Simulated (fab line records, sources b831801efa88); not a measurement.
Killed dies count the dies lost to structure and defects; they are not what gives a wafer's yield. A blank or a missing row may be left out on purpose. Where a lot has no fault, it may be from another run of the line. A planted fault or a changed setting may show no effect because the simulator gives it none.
fab line records || flow gf180mcu
record: {"lots": 5, "wafers": 14, "last-day": 34}
route steps=602 shown V4@492 MIM@503
lots that met no fault: from a run of the same line without faults
start-h: the number of hours between the record's first day and the start of the first shown wafer of the lot || wait-h: how many hours have passed since the lot's step before this one || " as in the row above || L1.1+2: a single row standing in for several wafers || - no value present, or no start provided || * or withheld: withheld || < > ~ a bound
route shown NAME@n: a module of which the file shows steps, and the number in the route of the first || usual: the fault-free wafers' mean and standard deviation || same: alike in all rows || chamber/n: place in a boat || sites: the reading at each site || _std_site: the values' standard deviation || _edge_site: inner sites' mean taken away from outer sites' mean || radius-mm: how far each site lies from the wafer's centre || mask NAME#n: copy n || behind: the most recent tool/chamber to have shaped the wafer || hold: what put the lot on hold/how long, in hours/how the hold closed || device: which transistor (n, p or np) failed to switch || end of line: at the end of the route, the tests of the same wafers || for a step that has no rows: nothing shown but its recipe || killed: count of dies lost to structure and defects at first sort (not the wafer's yield) || map: a wafer's dies, x killed, . not, _ none there
set.NAME: the setting as run; set.NAME@STEP: as run at that earlier step || model.NAME: the simulator's own value behind a step, which no gauge read
lots at selected steps of the route; one table per step, one row per wafer
services: from which hour (start-h, from the record's first day; less than 0 if before it) a tool's chamber was out of use, for how many hours, and why
== steps ==
step: GF_V4_ETCH_16
recipe: {"chemistry": "N2/H2", "target-depth-a": "withheld", "overetch-a": "withheld", "time-s": "withheld", "target": "BARC", "ion-energy-ev": 200, "source-w": 500, "bias-w": 100, "pressure-mtorr": 30, "n2-flow-sccm": 100, "h2-flow-sccm": 200}
usual: {"drypump-motor-current-A": "5.9/0.45", "oes-product-au": "0.855/0.0044", "throttle-valve-pct": "13.224/0.01"}
{"lot.wafer": "L840.3", "tool": "rie-diel-03", "chamber": 0, "start-h": 576.26, "wait-h": 0.0, "drypump-motor-current-A": 6.3, "oes-product-au": 0.855, "throttle-valve-pct": 13.220}
{"lot.wafer": "L840.4", "tool": "rie-diel-03", "chamber": 2, "start-h": 576.26, "wait-h": 0.0, "drypump-motor-current-A": 5.9, "oes-product-au": 0.853, "throttle-valve-pct": 13.236}
{"lot.wafer": "L840.5", "tool": "rie-diel-03", "chamber": 2, "start-h": 576.26, "wait-h": 0.0, "drypump-motor-current-A": 5.9, "oes-product-au": 0.856, "throttle-valve-pct": 13.214}
{"lot.wafer": "L844.1", "tool": "rie-diel-04", "chamber": 2, "start-h": 640.69, "wait-h": 0.0, "drypump-motor-current-A": 5.1, "oes-product-au": 0.852, "throttle-valve-pct": 13.217}
{"lot.wafer": "L844.5", "tool": "rie-diel-04", "chamber": 2, "start-h": 640.69, "wait-h": 0.0, "drypump-motor-current-A": 5.1, "oes-product-au": 0.851, "throttle-valve-pct": 13.214}
{"lot.wafer": "L844.6", "tool": "rie-diel-04", "chamber": 3, "start-h": 640.69, "wait-h": 0.0, "drypump-motor-current-A": 5.9, "oes-product-au": 0.857, "throttle-valve-pct": 13.219}
{"lot.wafer": "L853.2", "tool": "rie-diel-03", "chamber": 3, "start-h": 684.01, "wait-h": 0.0, "drypump-motor-current-A": 5.6, "oes-product-au": 0.856, "throttle-valve-pct": 13.222}
{"lot.wafer": "L853.6", "tool": "rie-diel-03", "chamber": 2, "start-h": 684.01, "wait-h": 0.0, "drypump-motor-current-A": 5.9, "oes-product-au": 0.859, "throttle-valve-pct": 13.213}
{"lot.wafer": "L860.2", "tool": "rie-diel-03", "chamber": 2, "start-h": 723.69, "wait-h": 0.0, "drypump-motor-current-A": 5.9, "oes-product-au": 0.856, "throttle-valve-pct": 13.220}
{"lot.wafer": "L860.3", "tool": "rie-diel-03", "chamber": 1, "start-h": 723.69, "wait-h": 0.0, "drypump-motor-current-A": 6.4, "oes-product-au": 0.861, "throttle-valve-pct": 13.220}
{"lot.wafer": "L860.6", "tool": "rie-diel-03", "chamber": 0, "start-h": 723.69, "wait-h": 0.0, "drypump-motor-current-A": 6.3, "oes-product-au": 0.854, "throttle-valve-pct": 13.219}
{"lot.wafer": "L861.3", "tool": "rie-diel-03", "chamber": 2, "start-h": 737.09, "wait-h": 0.0, "drypump-motor-current-A": 5.9, "oes-product-au": 0.856, "throttle-valve-pct": 13.218}
{"lot.wafer": "L861.4", "tool": "rie-diel-03", "chamber": 3, "start-h": 737.09, "wait-h": 0.0, "drypump-motor-current-A": 5.6, "oes-product-au": 0.859, "throttle-valve-pct": 13.216}
{"lot.wafer": "L861.5", "tool": "rie-diel-03", "chamber": 1, "start-h": 737.09, "wait-h": 0.0, "drypump-motor-current-A": 6.4, "oes-product-au": 0.848, "throttle-valve-pct": 13.228}
step: GF_V4_ETCH_17
recipe: {"chemistry": "C4F8/O2/Ar", "mask-material": "KrF", "target": "SiO2", "stop-on": "TiN", "source-w": 1500, "bias-w": 1200, "pressure-mtorr": 40, "c4f8-flow-sccm": "withheld", "O2_flow_sccm": 6, "Ar_flow_sccm": 300, "time-s": "withheld", "target-depth-a": 6300}
step: GF_V4_STRIP_18
recipe: {"chemistry": "O2/N2", "power-w": 1400, "pressure-mtorr": 1500, "platen-temp-c": 250, "o2-flow-sccm": 3000, "n2-flow-sccm": 300, "overash-fraction": 0.5}
usual: {"drypump-motor-current-A": "5.5/0.4", "heater-power-w": "322/58", "oes-product-au": "0.593/0.0054"}
{"lot.wafer": "L840.3", "tool": "plasma-asher-03", "chamber": 1, "start-h": 576.43, "wait-h": "-", "drypump-motor-current-A": 5.5, "heater-power-w": 315, "oes-product-au": 0.596, "rf-hours-counter-h": "-"}
{"lot.wafer": "L840.4", "tool": "plasma-asher-03", "chamber": 0, "start-h": 576.43, "wait-h": "-", "drypump-motor-current-A": 5.7, "heater-power-w": 441, "oes-product-au": 0.598, "rf-hours-counter-h": "-"}
{"lot.wafer": "L840.5", "tool": "plasma-asher-03", "chamber": 0, "start-h": 576.43, "wait-h": "-", "drypump-motor-current-A": 5.7, "heater-power-w": 449, "oes-product-au": 0.588, "rf-hours-counter-h": "-"}
{"lot.wafer": "L844.1", "tool": "plasma-asher-01", "chamber": 0, "start-h": 640.82, "wait-h": "-", "drypump-motor-current-A": 4.8, "heater-power-w": 329, "oes-product-au": 0.599, "rf-hours-counter-h": 51}
{"lot.wafer": "L844.5", "tool": "plasma-asher-01", "chamber": 0, "start-h": 640.82, "wait-h": "-", "drypump-motor-current-A": 4.8, "heater-power-w": 325, "oes-product-au": 0.599, "rf-hours-counter-h": "-"}
{"lot.wafer": "L844.6", "tool": "plasma-asher-01", "chamber": 1, "start-h": 640.82, "wait-h": "-", "drypump-motor-current-A": 5.7, "heater-power-w": 259, "oes-product-au": 0.588, "rf-hours-counter-h": "-"}
{"lot.wafer": "L853.2", "tool": "plasma-asher-01", "chamber": 1, "start-h": 684.14, "wait-h": "-", "drypump-motor-current-A": 5.7, "heater-power-w": 262, "oes-product-au": 0.594, "rf-hours-counter-h": 55}
{"lot.wafer": "L853.6", "tool": "plasma-asher-01", "chamber": 0, "start-h": 684.14, "wait-h": "-", "drypump-motor-current-A": 4.8, "heater-power-w": 331, "oes-product-au": 0.596, "rf-hours-counter-h": "-"}
{"lot.wafer": "L860.2", "tool": "plasma-asher-02", "chamber": 1, "start-h": 723.82, "wait-h": "-", "drypump-motor-current-A": 6.0, "heater-power-w": 288, "oes-product-au": 0.599, "rf-hours-counter-h": 110}
{"lot.wafer": "L860.3", "tool": "plasma-asher-02", "chamber": 0, "start-h": 723.82, "wait-h": "-", "drypump-motor-current-A": 5.9, "heater-power-w": 296, "oes-product-au": 0.589, "rf-hours-counter-h": "-"}
{"lot.wafer": "L860.6", "tool": "plasma-asher-02", "chamber": 1, "start-h": 723.82, "wait-h": "-", "drypump-motor-current-A": 6.0, "heater-power-w": 294, "oes-product-au": 0.591, "rf-hours-counter-h": "-"}
{"lot.wafer": "L861.3", "tool": "plasma-asher-01", "chamber": 0, "start-h": 737.25, "wait-h": "-", "drypump-motor-current-A": 4.8, "heater-power-w": 327, "oes-product-au": 0.598, "rf-hours-counter-h": "-"}
{"lot.wafer": "L861.4", "tool": "plasma-asher-01", "chamber": 1, "start-h": 737.25, "wait-h": "-", "drypump-motor-current-A": 5.7, "heater-power-w": 262, "oes-product-au": 0.592, "rf-hours-counter-h": "-"}
{"lot.wafer": "L861.5", "tool": "plasma-asher-01", "chamber": 1, "start-h": 737.25, "wait-h": "-", "drypump-motor-current-A": 5.7, "heater-power-w": 264, "oes-product-au": 0.590, "rf-hours-counter-h": "-"}
step: GF_V4_STRIP_19
recipe: {"chemistry": "post-etch-residue-remover", "time-s": 1200, "temp-c": 72.5}
step: GF_V4_CLEAN_20
recipe: {"chemistry": "DIW", "dry": "n2-spin"}
step: GF_V4_SPUTTER_21
recipe: {"material": "Ti", "target-thk-nm": 15, "chamber-pressure-pa": 5, "power-w": 2500, "substrate-temp-c": 200, "time-s": 80.02}
usual: {"throttle-valve-pct": "29.6/1.2"}
{"lot.wafer": "L840.3", "tool": "pvd-sputter-03", "chamber": "-", "start-h": 576.94, "wait-h": 0.0, "throttle-valve-pct": 30.2}
{"lot.wafer": "L840.4", "tool": "pvd-sputter-03", "chamber": "-", "start-h": 576.94, "wait-h": 0.0, "throttle-valve-pct": 30.2}
{"lot.wafer": "L840.5", "tool": "pvd-sputter-03", "chamber": "-", "start-h": 576.94, "wait-h": 0.0, "throttle-valve-pct": 30.1}
{"lot.wafer": "L844.1", "tool": "pvd-sputter-01", "chamber": "-", "start-h": 641.36, "wait-h": 0.0, "throttle-valve-pct": 29.2}
{"lot.wafer": "L844.5", "tool": "pvd-sputter-01", "chamber": "-", "start-h": 641.36, "wait-h": 0.0, "throttle-valve-pct": 28.0}
{"lot.wafer": "L844.6", "tool": "pvd-sputter-01", "chamber": "-", "start-h": 641.36, "wait-h": 0.0, "throttle-valve-pct": 27.1}
{"lot.wafer": "L853.2", "tool": "pvd-sputter-03", "chamber": "-", "start-h": 684.72, "wait-h": 0.0, "throttle-valve-pct": 31.0}
{"lot.wafer": "L853.6", "tool": "pvd-sputter-03", "chamber": "-", "start-h": 684.72, "wait-h": 0.0, "throttle-valve-pct": 30.3}
{"lot.wafer": "L860.2", "tool": "pvd-sputter-03", "chamber": "-", "start-h": 724.45, "wait-h": 0.0, "throttle-valve-pct": 31.2}
{"lot.wafer": "L860.3", "tool": "pvd-sputter-03", "chamber": "-", "start-h": 724.45, "wait-h": 0.0, "throttle-valve-pct": 30.0}
{"lot.wafer": "L860.6", "tool": "pvd-sputter-03", "chamber": "-", "start-h": 724.45, "wait-h": 0.0, "throttle-valve-pct": 30.2}
{"lot.wafer": "L861.3", "tool": "pvd-sputter-03", "chamber": "-", "start-h": 737.75, "wait-h": 0.0, "throttle-valve-pct": 29.9}
{"lot.wafer": "L861.4", "tool": "pvd-sputter-03", "chamber": "-", "start-h": 737.75, "wait-h": 0.0, "throttle-valve-pct": 30.2}
{"lot.wafer": "L861.5", "tool": "pvd-sputter-03", "chamber": "-", "start-h": 737.75, "wait-h": 0.0, "throttle-valve-pct": 30.2}
step: GF_V4_SPUTTER_22
recipe: {"material": "TiN", "target-thk-nm": 10, "chamber-pressure-pa": 5, "power-w": 4000, "time-s": 40}
usual: {"throttle-valve-pct": "29.7/1.2"}
{"lot.wafer": "L840.3", "tool": "pvd-sputter-03", "chamber": "-", "start-h": 577.00, "wait-h": 0.0, "throttle-valve-pct": 30.0}
{"lot.wafer": "L840.4", "tool": "pvd-sputter-03", "chamber": "-", "start-h": 577.00, "wait-h": 0.0, "throttle-valve-pct": 30.2}
{"lot.wafer": "L840.5", "tool": "pvd-sputter-03", "chamber": "-", "start-h": 577.00, "wait-h": 0.0, "throttle-valve-pct": 30.2}
{"lot.wafer": "L844.1", "tool": "pvd-sputter-01", "chamber": "-", "start-h": 641.42, "wait-h": 0.0, "throttle-valve-pct": 29.3}
{"lot.wafer": "L844.5", "tool": "pvd-sputter-01", "chamber": "-", "start-h": 641.42, "wait-h": 0.0, "throttle-valve-pct": 28.2}
{"lot.wafer": "L844.6", "tool": "pvd-sputter-01", "chamber": "-", "start-h": 641.42, "wait-h": 0.0, "throttle-valve-pct": 27.1}
{"lot.wafer": "L853.2", "tool": "pvd-sputter-03", "chamber": "-", "start-h": 684.78, "wait-h": 0.0, "throttle-valve-pct": 30.9}
{"lot.wafer": "L853.6", "tool": "pvd-sputter-03", "chamber": "-", "start-h": 684.78, "wait-h": 0.0, "throttle-valve-pct": 30.2}
{"lot.wafer": "L860.2", "tool": "pvd-sputter-03", "chamber": "-", "start-h": 724.51, "wait-h": 0.0, "throttle-valve-pct": 31.0}
{"lot.wafer": "L860.3", "tool": "pvd-sputter-03", "chamber": "-", "start-h": 724.51, "wait-h": 0.0, "throttle-valve-pct": 30.3}
{"lot.wafer": "L860.6", "tool": "pvd-sputter-03", "chamber": "-", "start-h": 724.51, "wait-h": 0.0, "throttle-valve-pct": 30.2}
{"lot.wafer": "L861.3", "tool": "pvd-sputter-03", "chamber": "-", "start-h": 737.81, "wait-h": 0.0, "throttle-valve-pct": 30.1}
{"lot.wafer": "L861.4", "tool": "pvd-sputter-03", "chamber": "-", "start-h": 737.81, "wait-h": 0.0, "throttle-valve-pct": 30.3}
{"lot.wafer": "L861.5", "tool": "pvd-sputter-03", "chamber": "-", "start-h": 737.81, "wait-h": 0.0, "throttle-valve-pct": 30.0}
step: GF_V4_CVD_23
recipe: {"material": "W", "target-thk-nm": 350, "time-s": 104.9, "temp-c": 400, "pressure-torr": 40}
step: GF_V4_RS_MEAS_24
recipe: {"thk-meas-gauge": "four-point-probe", "reads": "W_of_V4_CVD_23+TiN_of_V4_SPUTTER_22+Ti_of_V4_SPUTTER_21"}
usual: {"V4_W_RS": "0.329/0.0033"}
{"lot.wafer": "L840.3", "tool": "film-metro-02", "chamber": "-", "start-h": 577.19, "wait-h": 0.1, "V4_W_RS[ohm/sq]": 0.330}
{"lot.wafer": "L840.4", "tool": "film-metro-02", "chamber": "-", "start-h": 577.19, "wait-h": 0.1, "V4_W_RS[ohm/sq]": 0.329}
{"lot.wafer": "L840.5", "tool": "film-metro-02", "chamber": "-", "start-h": 577.19, "wait-h": 0.1, "V4_W_RS[ohm/sq]": 0.330}
{"lot.wafer": "L844.1", "tool": "film-metro-04", "chamber": "-", "start-h": 641.57, "wait-h": 0.1, "V4_W_RS[ohm/sq]": 0.328}
{"lot.wafer": "L844.5", "tool": "film-metro-04", "chamber": "-", "start-h": 641.57, "wait-h": 0.1, "V4_W_RS[ohm/sq]": 0.328}
{"lot.wafer": "L844.6", "tool": "film-metro-04", "chamber": "-", "start-h": 641.57, "wait-h": 0.1, "V4_W_RS[ohm/sq]": 0.329}
{"lot.wafer": "L853.2", "tool": "film-metro-02", "chamber": "-", "start-h": 684.95, "wait-h": 0.1, "V4_W_RS[ohm/sq]": 0.324}
{"lot.wafer": "L853.6", "tool": "film-metro-02", "chamber": "-", "start-h": 684.95, "wait-h": 0.1, "V4_W_RS[ohm/sq]": 0.325}
{"lot.wafer": "L860.2", "tool": "film-metro-04", "chamber": "-", "start-h": 724.68, "wait-h": 0.1, "V4_W_RS[ohm/sq]": 0.333}
{"lot.wafer": "L860.3", "tool": "film-metro-04", "chamber": "-", "start-h": 724.68, "wait-h": 0.1, "V4_W_RS[ohm/sq]": 0.338}
{"lot.wafer": "L860.6", "tool": "film-metro-04", "chamber": "-", "start-h": 724.68, "wait-h": 0.1, "V4_W_RS[ohm/sq]": 0.336}
{"lot.wafer": "L861.3", "tool": "film-metro-04", "chamber": "-", "start-h": 738.00, "wait-h": 0.1, "V4_W_RS[ohm/sq]": 0.329}
{"lot.wafer": "L861.4", "tool": "film-metro-04", "chamber": "-", "start-h": 738.00, "wait-h": 0.1, "V4_W_RS[ohm/sq]": 0.331}
{"lot.wafer": "L861.5", "tool": "film-metro-04", "chamber": "-", "start-h": 738.00, "wait-h": 0.1, "V4_W_RS[ohm/sq]": 0.334}
step: GF_V4_THK_MEAS_25
recipe: {"thk-meas-gauge": "xrf", "reads": "W_of_V4_CVD_23"}
usual: {"V4_W_THK": "349/4.1"}
{"lot.wafer": "L840.3", "tool": "film-metro-02", "chamber": "-", "start-h": 577.29, "wait-h": 0.1, "V4_W_THK[nm]": 348}
{"lot.wafer": "L840.4", "tool": "film-metro-02", "chamber": "-", "start-h": 577.29, "wait-h": 0.1, "V4_W_THK[nm]": 348}
{"lot.wafer": "L840.5", "tool": "film-metro-02", "chamber": "-", "start-h": 577.29, "wait-h": 0.1, "V4_W_THK[nm]": 347}
{"lot.wafer": "L844.1", "tool": "film-metro-04", "chamber": "-", "start-h": 641.69, "wait-h": 0.1, "V4_W_THK[nm]": 352}
{"lot.wafer": "L844.5", "tool": "film-metro-04", "chamber": "-", "start-h": 641.69, "wait-h": 0.1, "V4_W_THK[nm]": 350}
{"lot.wafer": "L844.6", "tool": "film-metro-04", "chamber": "-", "start-h": 641.69, "wait-h": 0.1, "V4_W_THK[nm]": 347}
{"lot.wafer": "L853.2", "tool": "film-metro-02", "chamber": "-", "start-h": 685.06, "wait-h": 0.1, "V4_W_THK[nm]": 355}
{"lot.wafer": "L853.6", "tool": "film-metro-02", "chamber": "-", "start-h": 685.06, "wait-h": 0.1, "V4_W_THK[nm]": 356}
{"lot.wafer": "L860.2", "tool": "film-metro-04", "chamber": "-", "start-h": 724.79, "wait-h": 0.1, "V4_W_THK[nm]": 343}
{"lot.wafer": "L860.3", "tool": "film-metro-04", "chamber": "-", "start-h": 724.79, "wait-h": 0.1, "V4_W_THK[nm]": 340}
{"lot.wafer": "L860.6", "tool": "film-metro-04", "chamber": "-", "start-h": 724.79, "wait-h": 0.1, "V4_W_THK[nm]": 337}
{"lot.wafer": "L861.3", "tool": "film-metro-04", "chamber": "-", "start-h": 738.10, "wait-h": 0.1, "V4_W_THK[nm]": 348}
{"lot.wafer": "L861.4", "tool": "film-metro-04", "chamber": "-", "start-h": 738.10, "wait-h": 0.1, "V4_W_THK[nm]": 345}
{"lot.wafer": "L861.5", "tool": "film-metro-04", "chamber": "-", "start-h": 738.10, "wait-h": 0.1, "V4_W_THK[nm]": 341}
step: GF_V4_CMP_26
recipe: {"stop-on": "SiO2", "down-force-psi": 3.5, "platen-rpm": 60, "t-overpolish-s": 15, "target-thk-nm": 0, "pad-velocity-m-s": 0.94248}
step: GF_MIM_SPUTTER_00
recipe: {"material": "Ti", "target-thk-nm": 37.5, "arriving-ion-energy-ev": 80, "substrate-temp-c": 200, "chamber-pressure-pa": 2, "power-w": 4000, "time-s": 150}
usual: {"throttle-valve-pct": "29.9/1.4"}
{"lot.wafer": "L840.3", "tool": "pvd-sputter-02", "chamber": "-", "start-h": 577.63, "wait-h": 0.1, "throttle-valve-pct": 31.3}
{"lot.wafer": "L840.4", "tool": "pvd-sputter-02", "chamber": "-", "start-h": 577.63, "wait-h": 0.1, "throttle-valve-pct": 30.8}
{"lot.wafer": "L840.5", "tool": "pvd-sputter-02", "chamber": "-", "start-h": 577.63, "wait-h": 0.1, "throttle-valve-pct": 28.7}
{"lot.wafer": "L844.1", "tool": "pvd-sputter-01", "chamber": "-", "start-h": 642.05, "wait-h": 0.2, "throttle-valve-pct": 27.3}
{"lot.wafer": "L844.5", "tool": "pvd-sputter-01", "chamber": "-", "start-h": 642.05, "wait-h": 0.2, "throttle-valve-pct": 29.2}
{"lot.wafer": "L844.6", "tool": "pvd-sputter-01", "chamber": "-", "start-h": 642.05, "wait-h": 0.2, "throttle-valve-pct": 29.4}
{"lot.wafer": "L853.2", "tool": "pvd-sputter-02", "chamber": "-", "start-h": 685.41, "wait-h": 0.2, "throttle-valve-pct": 31.1}
{"lot.wafer": "L853.6", "tool": "pvd-sputter-02", "chamber": "-", "start-h": 685.41, "wait-h": 0.2, "throttle-valve-pct": 31.3}
{"lot.wafer": "L860.2", "tool": "pvd-sputter-01", "chamber": "-", "start-h": 725.14, "wait-h": 0.1, "throttle-valve-pct": 28.1}
{"lot.wafer": "L860.3", "tool": "pvd-sputter-01", "chamber": "-", "start-h": 725.14, "wait-h": 0.1, "throttle-valve-pct": 29.3}
{"lot.wafer": "L860.6", "tool": "pvd-sputter-01", "chamber": "-", "start-h": 725.14, "wait-h": 0.1, "throttle-valve-pct": 28.1}
{"lot.wafer": "L861.3", "tool": "pvd-sputter-01", "chamber": "-", "start-h": 738.44, "wait-h": 0.1, "throttle-valve-pct": 29.4}
{"lot.wafer": "L861.4", "tool": "pvd-sputter-01", "chamber": "-", "start-h": 738.44, "wait-h": 0.1, "throttle-valve-pct": 27.8}
{"lot.wafer": "L861.5", "tool": "pvd-sputter-01", "chamber": "-", "start-h": 738.44, "wait-h": 0.1, "throttle-valve-pct": 28.2}
step: GF_MIM_SPUTTER_01
recipe: {"material": "TiN", "target-thk-nm": 30, "power-w": 6500, "time-s": 25, "chamber-pressure-pa": 0.4}
usual: {"throttle-valve-pct": "29.9/1.3"}
{"lot.wafer": "L840.3", "tool": "pvd-sputter-02", "chamber": "-", "start-h": 577.73, "wait-h": 0.1, "throttle-valve-pct": 31.4, "model.TiN_of_MIM_SPUTTER_01.thk-nm": 30.22}
{"lot.wafer": "L840.4", "tool": "pvd-sputter-02", "chamber": "-", "start-h": 577.73, "wait-h": 0.1, "throttle-valve-pct": 30.6, "model.TiN_of_MIM_SPUTTER_01.thk-nm": 29.94}
{"lot.wafer": "L840.5", "tool": "pvd-sputter-02", "chamber": "-", "start-h": 577.73, "wait-h": 0.1, "throttle-valve-pct": 28.9, "model.TiN_of_MIM_SPUTTER_01.thk-nm": 29.7}
{"lot.wafer": "L844.1", "tool": "pvd-sputter-01", "chamber": "-", "start-h": 642.15, "wait-h": 0.1, "throttle-valve-pct": 26.8, "model.TiN_of_MIM_SPUTTER_01.thk-nm": 29.83}
{"lot.wafer": "L844.5", "tool": "pvd-sputter-01", "chamber": "-", "start-h": 642.15, "wait-h": 0.1, "throttle-valve-pct": 29.6, "model.TiN_of_MIM_SPUTTER_01.thk-nm": 30.23}
{"lot.wafer": "L844.6", "tool": "pvd-sputter-01", "chamber": "-", "start-h": 642.15, "wait-h": 0.1, "throttle-valve-pct": 29.1, "model.TiN_of_MIM_SPUTTER_01.thk-nm": 29.6}
{"lot.wafer": "L853.2", "tool": "pvd-sputter-02", "chamber": "-", "start-h": 685.51, "wait-h": 0.1, "throttle-valve-pct": 31.3, "model.TiN_of_MIM_SPUTTER_01.thk-nm": 37.09}
{"lot.wafer": "L853.6", "tool": "pvd-sputter-02", "chamber": "-", "start-h": 685.51, "wait-h": 0.1, "throttle-valve-pct": 31.3, "model.TiN_of_MIM_SPUTTER_01.thk-nm": 30.45}
{"lot.wafer": "L860.2", "tool": "pvd-sputter-01", "chamber": "-", "start-h": 725.24, "wait-h": 0.1, "throttle-valve-pct": 28.0, "model.TiN_of_MIM_SPUTTER_01.thk-nm": 29.95}
{"lot.wafer": "L860.3", "tool": "pvd-sputter-01", "chamber": "-", "start-h": 725.24, "wait-h": 0.1, "throttle-valve-pct": 29.4, "model.TiN_of_MIM_SPUTTER_01.thk-nm": 30.57}
{"lot.wafer": "L860.6", "tool": "pvd-sputter-01", "chamber": "-", "start-h": 725.24, "wait-h": 0.1, "throttle-valve-pct": 28.0, "model.TiN_of_MIM_SPUTTER_01.thk-nm": 29.79}
{"lot.wafer": "L861.3", "tool": "pvd-sputter-01", "chamber": "-", "start-h": 738.54, "wait-h": 0.1, "throttle-valve-pct": 29.4, "model.TiN_of_MIM_SPUTTER_01.thk-nm": 31}
{"lot.wafer": "L861.4", "tool": "pvd-sputter-01", "chamber": "-", "start-h": 738.54, "wait-h": 0.1, "throttle-valve-pct": 28.2, "model.TiN_of_MIM_SPUTTER_01.thk-nm": 30.25}
{"lot.wafer": "L861.5", "tool": "pvd-sputter-01", "chamber": "-", "start-h": 738.54, "wait-h": 0.1, "throttle-valve-pct": 28.0, "model.TiN_of_MIM_SPUTTER_01.thk-nm": 30.27}
step: GF_MIM_SPUTTER_02
recipe: {"material": "AlCu", "target-thk-nm": 450, "power-w": 10600, "time-s": 23.9, "chamber-pressure-pa": 0.4}
== services ==
{"tool": "pvd-sputter-03", "chamber": "-", "start-h": 566.69, "hours": 3.4, "kind": "repair"}
{"tool": "rie-diel-03", "chamber": 2, "start-h": 568.60, "hours": 6.5, "kind": "repair"}
{"tool": "pvd-sputter-02", "chamber": 2, "start-h": 577.85, "hours": "-", "kind": "consumable-replace:kit"}
{"tool": "pvd-sputter-02", "chamber": 2, "start-h": 577.85, "hours": 18.0, "kind": "scheduled-down"}
{"tool": "pvd-sputter-02", "chamber": 2, "start-h": 577.85, "hours": 18.0, "kind": "vent-cycle"}
{"tool": "pvd-sputter-03", "chamber": 2, "start-h": 609.85, "hours": "-", "kind": "consumable-replace:kit"}
{"tool": "pvd-sputter-03", "chamber": 2, "start-h": 609.85, "hours": 18.0, "kind": "scheduled-down"}
{"tool": "pvd-sputter-03", "chamber": 2, "start-h": 609.85, "hours": 18.0, "kind": "vent-cycle"}
{"tool": "pvd-sputter-02", "chamber": "-", "start-h": 633.50, "hours": 4.0, "kind": "repair"}
{"tool": "rie-diel-04", "chamber": 1, "start-h": 634.97, "hours": 10.4, "kind": "repair"}
{"tool": "rie-diel-04", "chamber": 1, "start-h": 657.75, "hours": 2.4, "kind": "repair"}
{"tool": "plasma-asher-01", "chamber": "-", "start-h": 659.66, "hours": 0.7, "kind": "repair"}
{"tool": "pvd-sputter-02", "chamber": "-", "start-h": 669.83, "hours": 8.2, "kind": "repair"}
{"tool": "rie-diel-04", "chamber": 2, "start-h": 700.58, "hours": 13.1, "kind": "repair"}
{"tool": "rie-diel-03", "chamber": 2, "start-h": 704.96, "hours": 5.0, "kind": "repair"}
{"tool": "pvd-sputter-01", "chamber": 3, "start-h": 709.81, "hours": "-", "kind": "consumable-replace:kit"}
{"tool": "pvd-sputter-01", "chamber": 3, "start-h": 709.81, "hours": 18.0, "kind": "scheduled-down"}
{"tool": "pvd-sputter-01", "chamber": 3, "start-h": 709.81, "hours": 18.0, "kind": "vent-cycle"}
{"tool": "plasma-asher-02", "chamber": "-", "start-h": 711.56, "hours": 3.8, "kind": "repair"}
{"tool": "plasma-asher-01", "chamber": "-", "start-h": 713.10, "hours": 4.4, "kind": "repair"}
{"tool": "pvd-sputter-03", "chamber": "-", "start-h": 717.07, "hours": 0.7, "kind": "repair"}
{"tool": "rie-diel-04", "chamber": "-", "start-h": 725.15, "hours": 0.5, "kind": "repair"}
{"tool": "rie-diel-04", "chamber": "-", "start-h": 725.61, "hours": 2.8, "kind": "pm"}
{"tool": "plasma-asher-02", "chamber": "-", "start-h": 733.79, "hours": 9.0, "kind": "pm"}
== key ==
first-sign none at tools or gauges
model-effect: {"step": "GF_MIM_SPUTTER_01", "value": "TiN_of_MIM_SPUTTER_01.thk-nm", "without": 30.59, "struck": 37.09}
met-at GF_MIM_SPUTTER_01
struck-wafers L853.2
onset-between 577.73 685.51
fault: {"kind": "process-parameter-drift", "tool": "pvd-sputter-02", "chamber": "-", "onset-h": 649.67, "steps": "GF_MIM_SPUTTER_01", "channel": "time-s", "offset": "*", "shape": "step", "end-h": 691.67, "scope": "struck-wafers-only", "acts-in": "*", "stated": "*"}
